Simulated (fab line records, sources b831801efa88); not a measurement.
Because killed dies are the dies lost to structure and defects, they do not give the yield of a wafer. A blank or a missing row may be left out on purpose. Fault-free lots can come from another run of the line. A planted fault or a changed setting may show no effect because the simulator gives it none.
Split-lot experiment / flow sfq_line / route with 325 steps; 5 lots, 23 wafers read

== SPLIT DETAILS ==
At SFQ_TRILAYER_L0_LITHO_COAT_005 (resist thk 600 nm), the setting resist_thk_nm was moved away from the recipe's 600 nm on 8 of the 23 wafers read, by -3.7% to +3.1%. All remaining wafers had this setting at the recipe value.

== FROM THE SPLIT TO THE READING: what the file shows between them, 5 steps ==
- SFQ_TRILAYER_L0_LITHO_SOFTBAKE_009
- SFQ_TRILAYER_L0_LITHO_EXPOSE_006: exposes mask L0, target cd 2000 nm
- SFQ_TRILAYER_L0_LITHO_PEB_008: peb time 60 s
- SFQ_TRILAYER_L0_LITHO_DEVELOP_007: time 60 s
- SFQ_TRILAYER_L0_BARC_OPEN_METAL_ETCH_010: etches BARC in O2, target depth 125 nm, time 41.7 s

== THE READING ==
KrF_of_TRILAYER_L0_LITHO_COAT_005.thk_nm (the simulator's own value, which no gauge read), in nm, at SFQ_TRILAYER_L0_ETCH_METAL_ETCH_008 (etches MoNx KI in SF6/O2, stops on SiO2, target depth 50 nm, time 25 s). The file gives no usual value for it. Here, 15 wafers ran the recipe; their average is 482.4 nm with a standard deviation of 1.5 nm.

wafer=L077.1; tool, chamber at the split=litho_track-04, 0; resist_thk_nm as run, nm=618.8; against the recipe=+3.1%; KrF_of_TRILAYER_L0_LITHO_COAT_005.thk_nm, nm=498.4; against lot-mates on the recipe=+17.5
wafer=L077.2; tool, chamber at the split=litho_track-04, 0; resist_thk_nm as run, nm=600; against the recipe=recipe; KrF_of_TRILAYER_L0_LITHO_COAT_005.thk_nm, nm=480.2; against lot-mates on the recipe=-
wafer=L077.3; tool, chamber at the split=litho_track-04, 0; resist_thk_nm as run, nm=618.8; against the recipe=+3.1%; KrF_of_TRILAYER_L0_LITHO_COAT_005.thk_nm, nm=499.1; against lot-mates on the recipe=+18.2
wafer=L077.4; tool, chamber at the split=litho_track-04, 0; resist_thk_nm as run, nm=600; against the recipe=recipe; KrF_of_TRILAYER_L0_LITHO_COAT_005.thk_nm, nm=481.6; against lot-mates on the recipe=-
wafer=L077.5; tool, chamber at the split=litho_track-04, 0; resist_thk_nm as run, nm=618.8; against the recipe=+3.1%; KrF_of_TRILAYER_L0_LITHO_COAT_005.thk_nm, nm=498.7; against lot-mates on the recipe=+17.8
wafer=L078.1; tool, chamber at the split=litho_track-03, 0; resist_thk_nm as run, nm=586.4; against the recipe=-2.3%; KrF_of_TRILAYER_L0_LITHO_COAT_005.thk_nm, nm=471.6; against lot-mates on the recipe=-10.6
wafer=L078.2; tool, chamber at the split=litho_track-03, 0; resist_thk_nm as run, nm=600; against the recipe=recipe; KrF_of_TRILAYER_L0_LITHO_COAT_005.thk_nm, nm=482.3; against lot-mates on the recipe=-
wafer=L078.3; tool, chamber at the split=litho_track-03, 0; resist_thk_nm as run, nm=586.4; against the recipe=-2.3%; KrF_of_TRILAYER_L0_LITHO_COAT_005.thk_nm, nm=467.5; against lot-mates on the recipe=-14.8
wafer=L078.4; tool, chamber at the split=litho_track-03, 0; resist_thk_nm as run, nm=586.4; against the recipe=-2.3%; KrF_of_TRILAYER_L0_LITHO_COAT_005.thk_nm, nm=467.1; against lot-mates on the recipe=-15.1
wafer=L078.6; tool, chamber at the split=litho_track-03, 0; resist_thk_nm as run, nm=600; against the recipe=recipe; KrF_of_TRILAYER_L0_LITHO_COAT_005.thk_nm, nm=482.2; against lot-mates on the recipe=-
wafer=L079.1; tool, chamber at the split=litho_track-04, 0; resist_thk_nm as run, nm=600; against the recipe=recipe; KrF_of_TRILAYER_L0_LITHO_COAT_005.thk_nm, nm=483.4; against lot-mates on the recipe=-
wafer=L079.2; tool, chamber at the split=litho_track-04, 0; resist_thk_nm as run, nm=600; against the recipe=recipe; KrF_of_TRILAYER_L0_LITHO_COAT_005.thk_nm, nm=483.7; against lot-mates on the recipe=-
wafer=L079.3; tool, chamber at the split=litho_track-04, 0; resist_thk_nm as run, nm=600; against the recipe=recipe; KrF_of_TRILAYER_L0_LITHO_COAT_005.thk_nm, nm=482.1; against lot-mates on the recipe=-
wafer=L079.4; tool, chamber at the split=litho_track-04, 0; resist_thk_nm as run, nm=600; against the recipe=recipe; KrF_of_TRILAYER_L0_LITHO_COAT_005.thk_nm, nm=481.9; against lot-mates on the recipe=-
wafer=L079.6; tool, chamber at the split=litho_track-04, 0; resist_thk_nm as run, nm=600; against the recipe=recipe; KrF_of_TRILAYER_L0_LITHO_COAT_005.thk_nm, nm=484.1; against lot-mates on the recipe=-
wafer=L081.1; tool, chamber at the split=litho_track-03, 0; resist_thk_nm as run, nm=577.8; against the recipe=-3.7%; KrF_of_TRILAYER_L0_LITHO_COAT_005.thk_nm, nm=460.9; against lot-mates on the recipe=-20.1
wafer=L081.2; tool, chamber at the split=litho_track-03, 0; resist_thk_nm as run, nm=600; against the recipe=recipe; KrF_of_TRILAYER_L0_LITHO_COAT_005.thk_nm, nm=482.4; against lot-mates on the recipe=-
wafer=L081.4; tool, chamber at the split=litho_track-03, 0; resist_thk_nm as run, nm=600; against the recipe=recipe; KrF_of_TRILAYER_L0_LITHO_COAT_005.thk_nm, nm=480.2; against lot-mates on the recipe=-
wafer=L081.5; tool, chamber at the split=litho_track-03, 0; resist_thk_nm as run, nm=577.8; against the recipe=-3.7%; KrF_of_TRILAYER_L0_LITHO_COAT_005.thk_nm, nm=461.6; against lot-mates on the recipe=-19.4
wafer=L081.6; tool, chamber at the split=litho_track-03, 0; resist_thk_nm as run, nm=600; against the recipe=recipe; KrF_of_TRILAYER_L0_LITHO_COAT_005.thk_nm, nm=480.4; against lot-mates on the recipe=-
wafer=L085.3; tool, chamber at the split=litho_track-03, 0; resist_thk_nm as run, nm=600; against the recipe=recipe; KrF_of_TRILAYER_L0_LITHO_COAT_005.thk_nm, nm=483.2; against lot-mates on the recipe=-
wafer=L085.4; tool, chamber at the split=litho_track-03, 0; resist_thk_nm as run, nm=600; against the recipe=recipe; KrF_of_TRILAYER_L0_LITHO_COAT_005.thk_nm, nm=486.2; against lot-mates on the recipe=-
wafer=L085.6; tool, chamber at the split=litho_track-03, 0; resist_thk_nm as run, nm=600; against the recipe=recipe; KrF_of_TRILAYER_L0_LITHO_COAT_005.thk_nm, nm=481.8; against lot-mates on the recipe=-

THE FIT
A straight line over all 23 wafers: KrF_of_TRILAYER_L0_LITHO_COAT_005.thk_nm changes by +5.55 nm for each +1% of resist_thk_nm; r = +0.99; the points scatter about the line by 1.6 nm.
The same after taking each lot's own level away (the mean of its wafers on the recipe; 23 wafers): +5.62 nm for each +1%; r = +0.99; scatter 1.3 nm.
That fit puts the effect of the largest move of resist_thk_nm on the reading at 21 nm.
The lots' own levels span 480.90 to 483.73 nm, that is 1.8 times the standard deviation above.
The two slopes are in agreement: the lot-to-lot level therefore moves the slope only a little.
Check: -20.9 nm against its lot-mates is what the line predicts for one of the wafers moved furthest among these (-3.7%) when that wafer is left out of the fit. It came out at -20.1 nm against them.

== ADDITIONAL SPLITS CARRIED BY THESE WAFERS ==
Before the reading, these wafers also passed through other splits. Each is held against what the fit with the lots' levels taken away leaves over:
other split on the same wafers=SFQ_TRILAYER_INCOMING_OXIDATION_002 ox_time_s; wafers away from the commonest value=18; r with KrF_of_TRILAYER_L0_LITHO_COAT_005.thk_nm (lot level and that fit taken away)=-0.09

== THE WHOLE CHAIN: every reading that the file lists as answering this split, in the file's order ==
step=SFQ_TRILAYER_L0_LITHO_COAT_005; what it does=resist thk 600 nm; reading=KrF_of_TRILAYER_L0_LITHO_COAT_005.thk_nm (the simulator's own value, which no gauge read); change (the file's fit)=+5.79 nm for each +1% of the setting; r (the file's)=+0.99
step=SFQ_TRILAYER_L0_BARC_OPEN_METAL_ETCH_010; what it does=etches BARC in O2, target depth 125 nm, time 41.7 s; reading=KrF_of_TRILAYER_L0_LITHO_COAT_005.thk_nm (the simulator's own value, which no gauge read); change (the file's fit)=+5.67 nm for each +1% of the setting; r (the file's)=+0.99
step=SFQ_TRILAYER_L0_ETCH_METAL_ETCH_008; what it does=etches MoNx KI in SF6/O2, stops on SiO2, target depth 50 nm, time 25 s; reading=KrF_of_TRILAYER_L0_LITHO_COAT_005.thk_nm (the simulator's own value, which no gauge read); change (the file's fit)=+5.57 nm for each +1% of the setting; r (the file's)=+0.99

== FILE'S OWN FIT ==
KrF_of_TRILAYER_L0_LITHO_COAT_005.thk_nm changes by +5.57 nm for each +1% of resist_thk_nm, r = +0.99.
